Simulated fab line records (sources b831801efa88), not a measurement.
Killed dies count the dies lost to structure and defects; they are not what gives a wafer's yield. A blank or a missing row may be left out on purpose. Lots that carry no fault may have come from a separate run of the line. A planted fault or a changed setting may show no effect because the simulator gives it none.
A lot that was struck, set against a sound lot / flow sky130 / 14 out of 708 route steps
Sound: wafers L856.1, L856.5, L856.6. Struck: wafers L861.2, L861.4, L861.6. At the end, the cause is stated.
Per side, at each step with rows, come the tool, then ch with its chambers, and then its first start. Under that, the readings that differ: sound wafers / struck wafers / difference of the means / sigmas: that difference in standard deviations of wafers without a fault.
alike: same words and numbers on both sides, and readings whose means sit less than 2 such deviations apart. not compared: any withheld reading, any reading some wafer has no value for, any bound like >300 that may hide the same value, and any number with overlapping values for which the record gives no deviation.
A row with sigmas, a row that says differs or no value, or rows on one side alone: a step with any of these is where the two part. When numbers do not overlap yet have no deviation, they are printed without sigmas and do not part them. A reading missing from all wafers of one side parts the sides only when that side holds two or more wafers.

SKY_LDD_LDN_STRIP_12: strips in O2/N2.
  sound on plasma_asher-02 ch 0,1, day 26 06:14; struck on plasma_asher-02 ch 0,1, day 27 17:17
  alike: drypump_motor_current_A, o2_flow_sccm, oes_product_au, strip_time_to_endpoint_s
  not compared: rf_hours_counter_h
SKY_LDD_LDN_TW_MEAS_13:
  sound: film_metro-02 at day 26 06:20; struck: film_metro-04 at day 27 17:24
reading=LDD_LDN_TW; sound=1480 1478 1480; struck=1502 1501 1505; difference=+23; sigmas=+2
then, 2 steps without rows for these wafers: SKY_LDD_LDN_CLEAN_14 (cleans in SC1/SC2, time 150 s); SKY_SPACER_CVD_00 (deposits Si3N4 from DCS/NH3, target thk 43.1 nm, time 740 s).
SKY_SPACER_THK_MEAS_01:
  sound: film_metro-01 at day 26 08:14; struck: film_metro-03 at day 27 19:23
  alike: SPACER_CVD_00_THK
SKY_SPACER_ETCHBACK_02: etches Si3N4 in CH3F/O2, stops on SiO2, time 46.7 s, target depth 45 nm.
  sound on rie_diel-01 ch 0,2, day 26 08:17; struck on rie_diel-01 ch 0,1,2, day 27 19:26
  alike: drypump_motor_current_A, oes_product_au, throttle_valve_pct
  not compared: rf_hours_counter_h
then, 6 steps without rows for these wafers: SKY_POLY_CUT_DEHYDRATE_00 (time 60 s); SKY_POLY_CUT_HMDS_01 (prime time 60 s); SKY_POLY_CUT_COAT_02 (resist thk 60 nm); SKY_POLY_CUT_COAT_03 (resist thk 450 nm); SKY_POLY_CUT_SOFTBAKE_04 (time 90 s); SKY_POLY_CUT_EXPOSE_05 (exposes mask NPCM, target cd 270 nm).
SKY_POLY_CUT_PEB_06:
  struck on litho_track-02, day 29 01:00; sound on litho_track-03 ch 0, day 27 13:00
reading=exhaust_pa (Pa); sound=45.5 44.9 47.0; struck=- - -; difference=no value on the struck wafers; sigmas=
  not compared: chill_plate_temp_C
then, 1 step without rows for these wafers: SKY_POLY_CUT_DEVELOP_07 (develop time 60 s).

WHERE THEY PART
At SKY_LDD_LDN_TW_MEAS_13 first; at SKY_POLY_CUT_PEB_06 last (within this record only).

WHY: whatever the simulator had introduced
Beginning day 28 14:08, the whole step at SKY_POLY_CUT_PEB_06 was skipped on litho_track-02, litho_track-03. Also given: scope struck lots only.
